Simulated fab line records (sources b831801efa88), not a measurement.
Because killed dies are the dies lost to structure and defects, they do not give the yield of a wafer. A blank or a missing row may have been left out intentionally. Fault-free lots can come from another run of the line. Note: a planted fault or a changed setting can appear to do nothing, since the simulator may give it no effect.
The tool behind it: which one? + flow sky130 + 33 wafers from 11 lots sampled at 5 of the route's 708 steps

## WHAT EACH GAUGE READ, for each wafer
SKY_LI_CONTACT_CD_MEAS_12: the cd target is 170 nm. Usual: cdNm at 169.6 nm, with a standard deviation of 1.7.
| lot  | measured     | on       | cdNm (nm)         | flag |
|------|--------------|----------|-------------------|------|
| L941 | day 29 08:23 | cdSem-01 | 170.3 169.7 171.1 |      |
| L943 | day 30 04:20 | cdSem-02 | 169.9 172.1 173.1 |      |
| L946 | day 31 09:11 | cdSem-02 | 170.2 170.6 170.3 |      |
| L948 | day 31 18:03 | cdSem-02 | 168.7 169.2 168.8 |      |
| L949 | day 32 00:05 | cdSem-02 | 168.8 166.8 168.8 |      |
| L950 | day 32 06:04 | cdSem-02 | 169.6 170.3 171.6 |      |
| L951 | day 32 17:25 | cdSem-02 | 166.4 167.6 167.4 |      |
| L954 | day 33 16:32 | cdSem-01 | 172.7 170.6 170.8 |      |
| L955 | day 33 21:01 | cdSem-01 | 167.6 167.0 167.1 |      |
| L962 | day 36 02:27 | cdSem-02 | 170.0 170.8 169.1 |      |
| L963 | day 36 14:06 | cdSem-02 | 169.2 170.4 168.9 |      |

SKY_LI_CONTACT_RS_MEAS_22: a four-point-probe measurement. Usual: LI_CONTACT_W_RS 0.284 ohm/sq, standard deviation 0.0031.
| lot  | measured     | on           | LI_CONTACT_W_RS (ohm/sq) | flag |
|------|--------------|--------------|--------------------------|------|
| L941 | day 29 09:13 | filmMetro-04 | 0.281 0.281 0.282        |      |
| L943 | day 30 05:10 | filmMetro-04 | 0.282 0.279 0.285        |      |
| L946 | day 31 10:01 | filmMetro-03 | 0.281 0.286 0.281        |      |
| L948 | day 31 18:55 | filmMetro-04 | 0.285 0.283 0.289        |      |
| L949 | day 32 00:56 | filmMetro-02 | 0.280 0.285 0.280        |      |
| L950 | day 32 06:54 | filmMetro-02 | 0.279 0.282 0.286        |      |
| L951 | day 32 18:16 | filmMetro-03 | 0.279 0.284 0.283        |      |
| L954 | day 33 17:23 | filmMetro-04 | 0.298 0.295 0.299        | OFF  |
| L955 | day 33 21:53 | filmMetro-03 | 0.301 0.294 0.303        | OFF  |
| L962 | day 36 03:25 | filmMetro-02 | 0.285 0.288 0.288        |      |
| L963 | day 36 14:56 | filmMetro-02 | 0.284 0.281 0.284        |      |

SKY_LI_CONTACT_THK_MEAS_23: measures by xrf. Usual: LI_CONTACT_W_THK 414 nm, standard deviation 5.7.
| lot  | measured     | on           | LI_CONTACT_W_THK (nm) | flag |
|------|--------------|--------------|-----------------------|------|
| L941 | day 29 09:20 | filmMetro-04 | 421 422 419           |      |
| L943 | day 30 05:17 | filmMetro-04 | 418 420 414           |      |
| L946 | day 31 10:08 | filmMetro-03 | 413 404 412           |      |
| L948 | day 31 19:01 | filmMetro-04 | 413 414 409           |      |
| L949 | day 32 01:04 | filmMetro-02 | 424 417 426           |      |
| L950 | day 32 07:01 | filmMetro-02 | 426 421 415           |      |
| L951 | day 32 18:22 | filmMetro-03 | 414 409 408           |      |
| L954 | day 33 17:28 | filmMetro-04 | 394 402 394           | OFF  |
| L955 | day 33 21:59 | filmMetro-03 | 381 390 380           | OFF  |
| L962 | day 36 03:31 | filmMetro-02 | 416 415 412           |      |
| L963 | day 36 15:03 | filmMetro-02 | 419 420 420           |      |

## TOOL THAT RAN EACH LOT (tool first, then ch and the chambers of the sampled wafers, then the start)
| lot  | SKY_LI_CONTACT_SPUTTER_20   | SKY_LI_CONTACT_CVD_21        |
|------|-----------------------------|------------------------------|
| L941 | pvdSputter-03, day 29 09:01 | cvdW-02 ch 0,1, day 29 09:05 |
| L943 | pvdSputter-03, day 30 04:59 | cvdW-02 ch 0,1, day 30 05:02 |
| L946 | pvdSputter-01, day 31 09:50 | cvdW-01 ch 0,1, day 31 09:53 |
| L948 | pvdSputter-02, day 31 18:42 | cvdW-01 ch 0,1, day 31 18:46 |
| L949 | pvdSputter-03, day 32 00:45 | cvdW-02 ch 0,1, day 32 00:49 |
| L950 | pvdSputter-01, day 32 06:43 | cvdW-01 ch 0,1, day 32 06:47 |
| L951 | pvdSputter-02, day 32 18:02 | cvdW-02 ch 0,1, day 32 18:08 |
| L954 | pvdSputter-02, day 33 17:08 | cvdW-01 ch 0,1, day 33 17:14 |
| L955 | pvdSputter-01, day 33 21:40 | cvdW-01 ch 0,1, day 33 21:44 |
| L962 | pvdSputter-01, day 36 03:05 | cvdW-02 ch 1, day 36 03:11   |
| L963 | pvdSputter-01, day 36 14:44 | cvdW-02 ch 0,1, day 36 14:47 |
- SKY_LI_CONTACT_SPUTTER_20: material TiN, target thk 20 nm, time 80 s.
- SKY_LI_CONTACT_CVD_21: deposits W, target thk 400 nm, time 120.56 s.

## AS READ BY THE TOOLS THEMSELVES (means over the sampled wafers that have a number; for cases with no such wafer, the mark the record gives instead)
SKY_LI_CONTACT_SPUTTER_20. Usual: cathodeDcPowerW 4000.0 W, standard deviation 0.74; throttleValvePct 30.4 %, standard deviation 0.69.
| lot  | tool          | cathodeDcPowerW (W) | throttleValvePct (%) | flag |
|------|---------------|---------------------|----------------------|------|
| L941 | pvdSputter-03 | 4000.0              | 30.5                 |      |
| L943 | pvdSputter-03 | 3999.5              | 30.4                 |      |
| L946 | pvdSputter-01 | 4000.3              | 30.2                 |      |
| L948 | pvdSputter-02 | 3999.3              | 30.3                 |      |
| L949 | pvdSputter-03 | 4000.1              | 30.8                 |      |
| L950 | pvdSputter-01 | 4000.0              | 30.7                 |      |
| L951 | pvdSputter-02 | 3999.9              | 30.9                 |      |
| L954 | pvdSputter-02 | 4000.3              | 30.3                 |      |
| L955 | pvdSputter-01 | 4000.2              | 30.1                 |      |
| L962 | pvdSputter-01 | 3999.9              | 30.8                 |      |
| L963 | pvdSputter-01 | 4000.4              | 30.7                 |      |

SKY_LI_CONTACT_CVD_21. Usual: chamberPressureTorr 39.99 Torr, standard deviation 0.079; heaterPowerW 801 W, standard deviation 110.
| lot  | tool    | chamberPressureTorr (Torr) | heaterPowerW (W) | flag |
|------|---------|----------------------------|------------------|------|
| L941 | cvdW-02 | 39.96                      | 907              |      |
| L943 | cvdW-02 | 39.99                      | 919              |      |
| L946 | cvdW-01 | 39.97                      | 692              |      |
| L948 | cvdW-01 | 40.02                      | 692              |      |
| L949 | cvdW-02 | 40.04                      | 922              |      |
| L950 | cvdW-01 | 39.91                      | 708              |      |
| L951 | cvdW-02 | 39.98                      | 914              |      |
| L954 | cvdW-01 | 36.63                      | 714              | OFF  |
| L955 | cvdW-01 | 36.64                      | 694              | OFF  |
| L962 | cvdW-02 | 40.01                      | 898              |      |
| L963 | cvdW-02 | 40.04                      | 919              |      |

## THE ANSWER, worked out from the rows above alone
Rule: a lot counts as off when the mean over its wafers that have a number is more than 3 standard deviations away from the usual mean. A lot without any number at a reading at which 4 lots or more have one is off too. The other lots that the step has rows for count as sound. First the gauges in route order, then the tools' own readings, where a lot's mean is used as printed above. At the first step where some lot is off, the reading lying furthest off is the one used; lots without a number count as furthest.
Off: L954, L955, seen at SKY_LI_CONTACT_RS_MEAS_22 (LI_CONTACT_W_RS).
A tool fits if, at a process step before that reading, it ran every lot that is off, and no sound lot after the first of them. The gauges at SKY_LI_CONTACT_RS_MEAS_22 aren't tried: what is off there is off at SKY_LI_CONTACT_CVD_21 too, on other tools, and a gauge's error can't cause that. One candidate fits, namely cvdW-01 at SKY_LI_CONTACT_CVD_21. Its last sound lot is L950 (day 32 06:47), its first lot that is off L954 (day 33 17:14): a fault that began between those two fits.
The tool's own readings at SKY_LI_CONTACT_CVD_21 bear it out: on the lots that are off they differ by more than 5 times the standard deviation of the sound lots' means. chamberPressureTorr reads 36.64 Torr there against 39.99 Torr on the sound lots.

## WHAT HAD BEEN PUT IN BY THE SIMULATOR
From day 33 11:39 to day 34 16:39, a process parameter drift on cvdW-01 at SKY_LI_CONTACT_CVD_21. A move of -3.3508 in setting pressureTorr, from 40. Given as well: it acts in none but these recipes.
Struck lots among those shown: L954, L955. This agrees with what the rule above found.
